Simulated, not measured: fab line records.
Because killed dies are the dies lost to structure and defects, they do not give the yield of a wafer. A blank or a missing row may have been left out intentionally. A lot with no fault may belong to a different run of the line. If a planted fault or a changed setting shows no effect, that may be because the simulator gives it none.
One fault seen from 2 desks + flow sky130 + numbers are kept per desk, each desk with only its own; the story behind them comes last

## FROM THE METROLOGY DESK
What the gauges read for every lot (on any tool): the sampled wafers with a number, averaged. Marked OUT: a lot whose mean sits more than 4 standard deviations from the usual mean, which makes it out of limits; the brackets give that distance.
Columns: A = VT_ADJUST_HVTR_OVL at SKY_VT_ADJUST_HVTR_OVL_MEAS_08, usual -0.3 nm; B = cd nm at SKY_POLY_GATE_CD_MEAS_13, usual 149.9 nm
| lot  | first seen here | A    | B     |
|------|-----------------|------|-------|
| L847 | day 9 18:09     | 1.5  | 149.2 |
| L850 | day 10 08:51    | -1.3 | 149.0 |
| L851 | day 10 18:31    | 0.1  | 151.4 |
| L852 | day 10 22:22    | -2.4 | 149.2 |
| L854 | day 11 14:04    | -1.1 | 148.8 |
| L855 | day 11 22:37    | -1.1 | 149.1 |
| L856 | day 12 06:40    | -0.7 | 151.8 |
| L857 | day 12 15:19    | -0.4 | 150.5 |
| L859 | day 13 01:13    | 0.2  | 148.2 |
| L862 | day 14 01:49    | 1.0  | 149.6 |
| L863 | day 14 07:25    | -0.7 | -     |
| L869 | day 16 05:21    | 1.7  | 151.0 |
| L870 | day 17 19:10    | 1.1  | 150.1 |
This desk found nothing out of limits on any of the 13 lots.

## TOOL OWNER'S DESK, plasma asher-02
The tool's own readings at SKY_GATE_OXIDE_STRIP_13 (strips in O2/N2): means of the sampled wafers that have a number, for each lot that ran on this tool. Marked OUT: a lot whose mean sits more than 4 standard deviations from the usual mean, which makes it out of limits; the brackets give that distance.
Columns: A = drypump motor current A at SKY_GATE_OXIDE_STRIP_13, usual 5.4 A; B = oes product au at SKY_GATE_OXIDE_STRIP_13, usual 0.716 a.u.; C = strip time to endpoint s at SKY_GATE_OXIDE_STRIP_13, usual 14.15 s
| lot  | first seen here | A   | B               | C     |
|------|-----------------|-----|-----------------|-------|
| L851 | day 15 07:57    | 5.4 | 0.712           | 14.14 |
| L855 | day 16 16:14    | 5.7 | 0.716           | 14.19 |
| L862 | day 19 02:05    | 5.7 | 0.712           | 14.18 |
| L863 | day 19 13:59    | 5.4 | 0.943 (+47) OUT | -     |
This desk finds L863 out of limits, L863 being first, at day 19 13:59 (oes product au at SKY_GATE_OXIDE_STRIP_13). Within limits: L851, L855, L862.

## ALL TOGETHER
The tool owner's desk had the chance to raise an alarm at day 19 13:59 on L863.
Metrology desk: nothing out of limits seen.
The metrology desk has L863 on record, within its limits.
SKY_GATE_OXIDE_STRIP_13 was run on plasma asher-02 by each of the lots named.

## WHAT HAD BEEN PUT IN BY THE SIMULATOR
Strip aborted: plasma asher-02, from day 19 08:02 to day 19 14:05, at SKY_GATE_OXIDE_STRIP_13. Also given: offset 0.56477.
Shown lots that were struck: L863.
Delay in hours, fault start to first out-of-limits reading, by desk: the tool owner's desk at 6.
